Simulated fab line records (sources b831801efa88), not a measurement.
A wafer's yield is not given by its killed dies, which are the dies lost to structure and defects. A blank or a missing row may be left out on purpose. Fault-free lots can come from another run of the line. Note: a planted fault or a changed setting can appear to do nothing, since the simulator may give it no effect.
One fault through the eyes of 2 desks / flow sky130 / what lay behind the numbers comes last; until then each desk has only its own

== THE TOOL OWNER'S DESK: implanter-02 ==
SKY_GATE_OXIDE_IMPLANT_11, tool's own readings: per-lot mean of the sampled wafers with a number, covering each lot this tool ran. Any lot whose mean is over 4 standard deviations away from the usual mean is out of limits and marked OUT; that distance is given in the brackets.
Columns: A = doseIonsCm2 at SKY_GATE_OXIDE_IMPLANT_11, usual 2.6007e+12; B = faradayCurrentUA at SKY_GATE_OXIDE_IMPLANT_11, usual 14.6
lot=L434; first seen here=day 14 11:40; A=2.6001e+12; B=14.6
lot=L435; first seen here=day 14 22:23; A=2.6012e+12; B=14.9
lot=L438; first seen here=day 16 09:42; A=2.5993e+12; B=14.5
lot=L445; first seen here=day 18 14:24; A=2.5987e+12; B=14.4
lot=L448; first seen here=day 19 19:05; A=3.4263e+12 (+99 or more) OUT; B=19.2 (+15) OUT
lot=L449; first seen here=day 19 23:42; A=3.4291e+12 (+99 or more) OUT; B=19.0 (+14) OUT
Finding of this desk: L448, L449 out of limits; the first was L448 at day 19 19:05, on doseIonsCm2 at SKY_GATE_OXIDE_IMPLANT_11. L434, L435, L438, L445: within limits.

== FROM THE METROLOGY DESK ==
Lot by lot, what the gauges showed, no matter which tool ran the lot: averages of those sampled wafers that carry a number. Any lot whose mean is over 4 standard deviations away from the usual mean is out of limits and marked OUT; that distance is given in the brackets.
Columns: A = VT_ADJUST_HVTR_TW at SKY_VT_ADJUST_HVTR_TW_MEAS_11, usual 210.0; B = SONOS_ONO_OVL at SKY_SONOS_ONO_OVL_MEAS_14, usual -0.2 nm; C = GATE_OXIDE_TW at SKY_GATE_OXIDE_TW_MEAS_14, usual 222.0
lot=L432; first seen here=day 9 21:06; A=210.3; B=-0.2; C=222.5
lot=L434; first seen here=day 9 23:56; A=212.4; B=-2.0; C=219.6
lot=L435; first seen here=day 10 14:15; A=207.8; B=-0.6; C=219.7
lot=L438; first seen here=day 11 15:46; A=208.3; B=0.2; C=221.6
lot=L440; first seen here=day 11 19:02; A=211.5; B=-1.8; C=227.7
lot=L439; first seen here=day 11 20:53; A=207.5; B=-2.0; C=226.0
lot=L442; first seen here=day 12 15:04; A=209.6; B=-0.5; C=220.0
lot=L444; first seen here=day 12 21:59; A=212.8; B=0.0; C=220.7
lot=L445; first seen here=day 13 16:32; A=212.6; B=0.5; C=219.6
lot=L448; first seen here=day 14 15:30; A=213.9; B=-0.1; C=239.7 (+7.7) OUT
lot=L449; first seen here=day 14 20:25; A=208.7; B=1.3; C=239.9 (+7.8) OUT
lot=L454; first seen here=day 16 02:08; A=207.4; B=-0.5; C=222.1
Per this desk, out of limits: L448, L449; the first was L448, day 19 19:26 (GATE_OXIDE_TW at SKY_GATE_OXIDE_TW_MEAS_14). L432, L434, L435, L438, L440, L439, L442, L444, L445, L454: within limits.

== TAKEN TOGETHER ==
On L448, L449, at day 19 19:05, an alarm was possible from the tool owner's desk.
An alarm was possible from the metrology desk at day 19 19:26, on L448, L449.
All the named lots went through SKY_GATE_OXIDE_IMPLANT_11 on implanter-02.

== WHAT WAS PUT IN BY THE SIMULATOR ==
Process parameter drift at SKY_GATE_OXIDE_IMPLANT_11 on implanter-02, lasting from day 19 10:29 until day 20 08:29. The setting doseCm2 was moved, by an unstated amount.
Lots struck among those shown: L448, L449.
Counting hours from when the fault started, the first reading out of limits came at 9 for the tool owner's desk and at 9 for the metrology desk.
